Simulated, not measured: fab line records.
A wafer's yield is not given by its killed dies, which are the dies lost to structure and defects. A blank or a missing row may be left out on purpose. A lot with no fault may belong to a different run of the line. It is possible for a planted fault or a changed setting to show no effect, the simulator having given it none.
One fault through the eyes of 2 desks -- flow gf180mcu -- what lay behind the numbers comes last; until then each desk has only its own

AT THE METROLOGY DESK
Lot by lot, what the gauges showed, no matter which tool ran the lot: averages of those sampled wafers that carry a number. If a lot's mean is further than 4 standard deviations from the usual mean, the lot is out of limits and carries the mark OUT (the distance appears in the brackets).
Columns: A = cd-nm at GF_PSD_CD_MEAS_07, usual 399.9 nm; B = CONTACT_CVD_02_THK at GF_CONTACT_THK_MEAS_03, usual 856 nm; C = cd-nm at GF_CONTACT_CD_MEAS_14, usual 220.0 nm
lot,first seen here,A,B,C
L765,day 14 06:31,401.8,858,222.0
L766,day 14 10:08,400.0,850,221.0
L769,day 15 09:56,402.2,866,219.6
L770,day 15 19:52,400.7,860,220.1
L771,day 16 09:37,399.6,865,222.7
L776,day 17 18:47,396.5,1024 (+14) OUT,217.9
L778,day 18 17:01,402.6,857,220.7
L783,day 20 23:25,400.8,850,220.0
L784,day 21 14:28,398.1,851,220.9
L785,day 21 15:16,400.2,847,218.5
L786,day 21 20:29,396.5,854,220.2
L787,day 22 08:58,397.5,863,218.4
L788,day 22 11:38,395.9,861,219.4
Per this desk, out of limits: L776; the first was L776, day 18 20:13 (CONTACT_CVD_02_THK at GF_CONTACT_THK_MEAS_03). Within limits: L765, L766, L769, L770, L771, L778, L783, L784, L785, L786, L787, L788.

TOOL OWNER'S DESK, pecvd-02
The tool's own readings at GF_CONTACT_CVD_02 (deposits SiO2 from TEOS, target thk 860 nm, time 95.992 s): means of the sampled wafers that have a number, for each lot that ran on this tool. If a lot's mean is further than 4 standard deviations from the usual mean, the lot is out of limits and carries the mark OUT (the distance appears in the brackets).
Columns: A = heater-power-w at GF_CONTACT_CVD_02, usual 710 W
lot,first seen here,A
L765,day 15 05:08,735
L776,day 18 20:08,702
L784,day 22 15:22,700
L786,day 22 21:26,747
L787,day 23 09:13,683
This desk's finding: nothing out of limits on any of the 5 lots.

BROUGHT TOGETHER
Metrology desk: alarm possible at day 18 20:13 on L776.
The tool owner's desk saw nothing out of limits.
The tool owner's desk has L776 on record, within its limits.
GF_CONTACT_CVD_02 was run on pecvd-02 by each of the lots named.

WHAT THE SIMULATOR HAD PUT IN
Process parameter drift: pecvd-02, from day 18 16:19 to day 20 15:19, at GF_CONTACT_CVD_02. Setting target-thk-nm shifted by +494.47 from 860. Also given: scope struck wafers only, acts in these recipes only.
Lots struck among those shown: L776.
Hours from the fault's start to each desk's first reading out of limits: the metrology desk, 4.
